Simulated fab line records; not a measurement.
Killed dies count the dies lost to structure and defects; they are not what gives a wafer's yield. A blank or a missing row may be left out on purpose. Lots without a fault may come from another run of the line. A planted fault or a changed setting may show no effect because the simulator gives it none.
Matching of chambers    flow gf180mcu    GF_SAB_ETCH_11 on rieDiel-03 has 4 sister chambers
The step etches SiO2 in C4F8/O2/Ar, target depth 55 nm, time 8.5 s. 8 wafers are shown with their chamber, then 7 later ones without.

## WAFERS WITH THEIR CHAMBER
wafer   chamber  oesProductAu (a.u.)
L722.6  2        0.998
L723.3  1        1.011
L723.6  2        1.017
L724.2  1        1.014
L724.3  0        0.987
L724.5  3        0.996
L728.2  0        0.996
L728.3  3        0.992

## WAFERS MISSING THEIR CHAMBER
wafer   oesProductAu (a.u.)
L728.5  1.000
L739.1  1.007
L739.2  0.985
L739.3  0.987
L742.2  1.001
L742.4  1.014
L742.5  0.993

## WHICH CHAMBER EACH WENT THROUGH
wafer   from the rows above                in truth
L728.5  can't be placed: 3 or 2 or 0 or 1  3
L739.1  can't be placed: 2 or 1 or 3 or 0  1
L739.2  can't be placed: 0 or 3            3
L739.3  can't be placed: 0 or 3            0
L742.2  can't be placed: 2 or 3 or 0 or 1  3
L742.4  can't be placed: 1 or 2            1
L742.5  can't be placed: 3 or 0 or 2       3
Correctly placed: 0 of 7. These rows do not allow placing 7 (true chamber among the candidates in 7). Number placed wrongly: 0.
How it was worked out, from the rows above alone: a wafer's distance from a chamber is the root of the sum, over the readings, of the square of ((its reading less the chamber's mean) divided by the reading's scatter). The wafer belongs to the nearest chamber; if the next one is less than 2 further off, it can't be placed. The mean given for a chamber averages the wafers shown for that chamber. The scatter: the root of (the sum of the squares of (reading less its chamber's mean) over the shown wafers, divided by (wafers less chambers)).
